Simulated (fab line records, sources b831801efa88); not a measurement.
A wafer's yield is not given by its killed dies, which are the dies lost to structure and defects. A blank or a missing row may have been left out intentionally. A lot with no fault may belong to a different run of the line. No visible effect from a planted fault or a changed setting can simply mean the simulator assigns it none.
Which tool did it? / flow sky130 / 12 lots (36 wafers sampled), 1 step of a 708-step route

== WHAT THE GAUGES READ, wafer by wafer ==
SKY_VT_ADJUST_HVTP_CD_MEAS_07: the cd target is 380 nm.
lot=L075; measured=day 7 02:20; on=cd sem-01; cd nm (nm)=383.7 381.2 381.9
lot=L076; measured=day 7 03:49; on=cd sem-01; cd nm (nm)=384.2 384.0 383.7
lot=L078; measured=day 7 19:33; on=cd sem-02; cd nm (nm)=382.5 381.8 379.6
lot=L081; measured=day 8 01:31; on=cd sem-01; cd nm (nm)=383.2 382.7 381.4
lot=L083; measured=day 8 14:55; on=cd sem-02; cd nm (nm)=378.8 378.2 379.7
lot=L085; measured=day 9 00:30; on=cd sem-02; cd nm (nm)=379.0 379.8 379.2
lot=L087; measured=day 9 07:12; on=cd sem-01; cd nm (nm)=382.6 381.2 380.1
lot=L089; measured=day 10 04:26; on=cd sem-01; cd nm (nm)=378.3 377.0 379.5
lot=L091; measured=day 10 20:13; on=cd sem-01; cd nm (nm)=377.0 375.2 374.8
lot=L093; measured=day 11 03:55; on=cd sem-02; cd nm (nm)=379.7 383.4 383.2
lot=L095; measured=day 11 14:49; on=cd sem-01; cd nm (nm)=380.2 380.0 381.2
lot=L097; measured=day 12 01:52; on=cd sem-02; cd nm (nm)=380.5 380.6 381.6

== TOOL THAT RAN EACH LOT (tool first, then ch and the chambers of the sampled wafers, then the start) ==
Record: no process step prior to these readings.

== THE ANSWER, worked out from the rows above alone ==
Rule: what is usual is taken from the lots themselves. Put in order of their means at a reading, lots are off if they are a third of the lots or fewer, leave a main group of 4 or more, and stand apart from it by a gap of 3 or more times the standard deviation of the main group's means; of several such gaps the widest counts. A main group is skipped when, at the precision printed for the reading in the tables above, its means are all equal. A lot without any number at a reading at which 4 lots or more have one is off too. Where the step has rows for the other lots, those lots are counted as sound.
Across all readings shown, no lot is off: no conclusion can be drawn from this.

== WHAT THE SIMULATOR PUT IN ==
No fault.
